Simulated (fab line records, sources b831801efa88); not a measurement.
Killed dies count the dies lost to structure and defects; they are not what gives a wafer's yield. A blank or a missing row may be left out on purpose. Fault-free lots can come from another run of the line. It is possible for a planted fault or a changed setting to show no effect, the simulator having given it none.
A struck lot beside a sound one | flow sky130 | 30 steps out of a route of 708
Sound: these wafers, L157.3, L157.5, L157.6. Wafers L161.1, L161.2, L161.5 were the ones struck. Last of all comes the cause.
Order at every step that has rows: each side's tool, ch and its chambers, its first start. Under that, the readings that differ: sound wafers | struck wafers | difference of the means | sigmas: that difference in standard deviations of wafers without a fault.
alike: words and numbers the same on both sides, and readings whose means are apart by under 2 such deviations; not compared: readings that were withheld, readings missing a value for some wafer, numbers with overlapping values and no deviation given by the record, and bounds like >300 which may hide the same value.
Wherever a step has rows on one side only, a row that says differs or no value, or a row with sigmas, the two part there. When numbers do not overlap yet have no deviation, they are printed without sigmas and do not part them. Lack of a reading on every wafer of one side parts them only where that side has two or more wafers.

first, 5 steps without rows for these wafers: SKY_SONOS_ONO_COAT_08 (resist thk 1140 nm); SKY_SONOS_ONO_SOFTBAKE_09 (time 60 s); SKY_SONOS_ONO_EXPOSE_10 (exposes mask ONOM, target cd 410 nm); SKY_SONOS_ONO_PEB_11; SKY_SONOS_ONO_DEVELOP_12 (develop time 60 s).
SKY_SONOS_ONO_CD_MEAS_13: target cd 410 nm.
  sound on cd_sem-02 at day 15 19:27; struck on cd_sem-02 at day 17 09:34
  alike: cd_nm
SKY_SONOS_ONO_OVL_MEAS_14:
  sound on overlay-01 at day 15 19:32; struck on overlay-02 at day 17 09:41
  alike: SONOS_ONO_OVL
SKY_SONOS_ONO_ETCH_15: etches the open film in CHF3/O2, target depth 19.52 nm, time 7.8 s.
  sound on rie_diel-04 ch 2,3, day 15 19:34; struck on rie_diel-04 ch 0,3, day 17 09:44
  alike: drypump_motor_current_A, oes_product_au, throttle_valve_pct
  not compared: rf_hours_counter_h
then, 1 step without rows for these wafers: SKY_SONOS_ONO_WET_ETCH_16 (etches SiO2 in dHF, target depth 14 nm, time 280 s).
SKY_SONOS_ONO_STRIP_17: strips in O2/N2.
  sound on plasma_asher-02 ch 0,1, day 15 19:43; struck on plasma_asher-04 ch 0,1, day 17 09:50
  alike: drypump_motor_current_A, n2_flow_sccm, oes_product_au, strip_time_to_endpoint_s
  not compared: rf_hours_counter_h
then, 2 steps without rows for these wafers: SKY_SONOS_ONO_WET_ETCH_18 (etches Si3N4 in H3PO4, target depth 15 nm, time 172 s); SKY_GATE_OXIDE_CLEAN_00 (cleans in SC1/SC2, time 150 s).
SKY_GATE_OXIDE_OXIDATION_01: stabilise 600 s, purge 300 s, target thk 10.268 nm.
  sound on furnace-02 ch 0, day 15 20:38; struck on furnace-02 ch 0, day 17 14:14
  alike: ox_temp_c, zone_power_upper_pct
SKY_GATE_OXIDE_THK_MEAS_02:
  sound on film_metro-01 at day 15 22:04; struck on film_metro-01 at day 17 15:43
  reading                          | sound          | struck            | difference | sigmas
  GATE_OXIDE_OXIDATION_00_THK (nm) | 9.77 9.48 9.52 | 16.00 15.99 15.70 | +6.31      | +33
then, 7 steps without rows for these wafers: SKY_GATE_OXIDE_DEHYDRATE_03 (time 60 s); SKY_GATE_OXIDE_HMDS_04 (prime time 60 s); SKY_GATE_OXIDE_COAT_05 (resist thk 1140 nm); SKY_GATE_OXIDE_SOFTBAKE_06 (time 60 s); SKY_GATE_OXIDE_EXPOSE_07 (exposes mask LVOM, target cd 600 nm); SKY_GATE_OXIDE_PEB_08; SKY_GATE_OXIDE_DEVELOP_09 (develop time 60 s).
SKY_GATE_OXIDE_OVL_MEAS_10:
  sound on overlay-02 at day 17 01:50; struck on overlay-01 at day 18 18:25
  alike: GATE_OXIDE_OVL
then, 2 steps without rows for these wafers: SKY_GATE_OXIDE_IMPLANT_11; SKY_GATE_OXIDE_WET_ETCH_12 (etches SiO2 in dHF, target depth 16.8 nm, time 336 s).
SKY_GATE_OXIDE_STRIP_13: strips in O2/N2.
  sound on plasma_asher-04 ch 0,1, day 17 02:08; struck on plasma_asher-04 ch 0,1, day 18 18:43
  alike: drypump_motor_current_A, n2_flow_sccm, oes_product_au, strip_time_to_endpoint_s
  not compared: rf_hours_counter_h
SKY_GATE_OXIDE_TW_MEAS_14:
  sound on film_metro-04 at day 17 02:14; struck on film_metro-04 at day 18 18:49
  alike: GATE_OXIDE_TW
SKY_GATE_OXIDE_CLEAN_15: cleans in SC1/SC2, time 150 s.
  sound on wet_bench-03 ch 1, day 17 02:16; struck on wet_bench-01 ch 2, day 18 18:52
  reading                                           | sound             | struck            | difference | sigmas
  model.SiO2_of_GATE_OXIDE_OXIDATION_01.thk_nm (nm) | 9.453 9.207 9.188 | 15.69 15.69 15.34 | +6.29      |
SKY_GATE_OXIDE_OXIDATION_16: stabilise 600 s, purge 300 s, target thk 3.57 nm.
  sound on furnace-02 ch 0, day 17 04:17; struck on furnace-01 ch 0, day 18 18:55
  reading                                           | sound             | struck         | difference | sigmas
  model.SiO2_of_GATE_OXIDE_OXIDATION_01.thk_nm (nm) | 11.21 10.95 10.96 | 17 16.99 16.68 | +6         |
  alike: ox_temp_c, zone_power_upper_pct
then, 1 step without rows for these wafers: SKY_POLY_GATE_CVD_00 (deposits poly-Si, target thk 180 nm, time 720 s).
-- here the record skips 30 days between the struck wafers' starts before and after, leaving off in module POLY_GATE and picking up in module PAD_OPEN (first step shown: number 708 of the route) --
SKY_PAD_OPEN_PROBE_99:
  sound on prober-02 at day 48 02:00; struck on prober-02 at day 49 02:08
  reading                                | sound                         | struck                        | difference | sigmas
  model.etest.nfet_16v.r_on_ohm_um       | 1.377e+04 1.357e+04 1.375e+04 | 1.694e+04 1.693e+04 1.683e+04 | +3.203e+03 |
  model.etest.tip_sonos.rs_ohm_sq        | 2545 2455 2453                | 4875 4900 4625                | +2316      |
  model.etest.pfet_16v.r_on_ohm_um       | 1.546e+04 1.564e+04 1.565e+04 | 1.713e+04 1.683e+04 1.695e+04 | +1.387e+03 |
  model.etest.pfet_g5v0d10v5.r_on_ohm_um | 4618 4548 4574                | 5897 6014 5904                | +1358      |
  model.etest.nfet_g5v0d10v5.r_on_ohm_um | 1816 1825 1816                | 2369 2385 2335                | +544       |
  model.etest.tip_p.rs_ohm_sq            | 6899 6830 6900                | 7322 7274 7310                | +426       |
  model.etest.nfet_g5v0d10v5.drive_ua_um | 631.7 644.6 639.6             | 410.4 412.2 421               | -224.1     |
  model.etest.pfet_01v8.r_on_ohm_um      | 2816 2847 2827                | 3132 3199 3155                | +332       |
  alike: killed_at_M0_to_M3, killed_at_M4_up, killed_at_contacts, killed_at_front_end, killed_at_other, killed_dies, killed_open, killed_short

WHERE THEY PART
SKY_GATE_OXIDE_THK_MEAS_02 only, going by this record. Later steps at which nothing parts them and some readings are alike: SKY_GATE_OXIDE_OVL_MEAS_10, SKY_GATE_OXIDE_STRIP_13, SKY_GATE_OXIDE_TW_MEAS_14, SKY_GATE_OXIDE_OXIDATION_16, SKY_PAD_OPEN_PROBE_99.

WHY: whatever the simulator had introduced
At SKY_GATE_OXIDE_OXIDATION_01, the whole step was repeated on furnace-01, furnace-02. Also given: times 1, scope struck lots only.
